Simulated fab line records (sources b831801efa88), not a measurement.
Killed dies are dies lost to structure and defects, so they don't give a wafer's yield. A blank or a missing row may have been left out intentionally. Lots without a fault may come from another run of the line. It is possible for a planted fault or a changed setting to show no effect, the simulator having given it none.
Which tool did it? ; flow sky130 ; 6 lots (18 wafers sampled), 1 step of a 708-step route

== WHAT EACH GAUGE READ, for each wafer ==
SKY_METAL3_OVL_MEAS_14.
lot;measured;on;METAL3_OVL (nm)
L940;day 38 14:13;overlay-02;2 2 5
L943;day 40 10:01;overlay-02;-3 -6 -4
L946;day 41 02:11;overlay-02;-5 -4 -14
L948;day 41 03:37;overlay-02;-1 3 -5
L955;day 43 11:07;overlay-02;-6 -6 -3
L961;day 44 20:52;overlay-02;-4 9 2

== TOOL THAT RAN EACH LOT (tool first, then ch and the chambers of the sampled wafers, then the start) ==
The record shows no process step preceding these readings.

== THE ANSWER, worked out from the rows above alone ==
Rule: usual is defined by the lots themselves. The widest of any qualifying gaps counts: lots, ordered by their means at a reading, are off when they make up no more than a third of the lots, leave a main group of 4 or more, and stand apart from it by 3 or more times the standard deviation of that group's means. The tables above print the reading to a certain number of digits; a main group whose means all agree to those digits is not used. Also off: a lot with no number at a reading for which 4 or more lots have one. Where the step has rows for the other lots, those lots are counted as sound.
None of the lots is off at any reading shown; this tells nothing.

== WHAT THE SIMULATOR PUT IN ==
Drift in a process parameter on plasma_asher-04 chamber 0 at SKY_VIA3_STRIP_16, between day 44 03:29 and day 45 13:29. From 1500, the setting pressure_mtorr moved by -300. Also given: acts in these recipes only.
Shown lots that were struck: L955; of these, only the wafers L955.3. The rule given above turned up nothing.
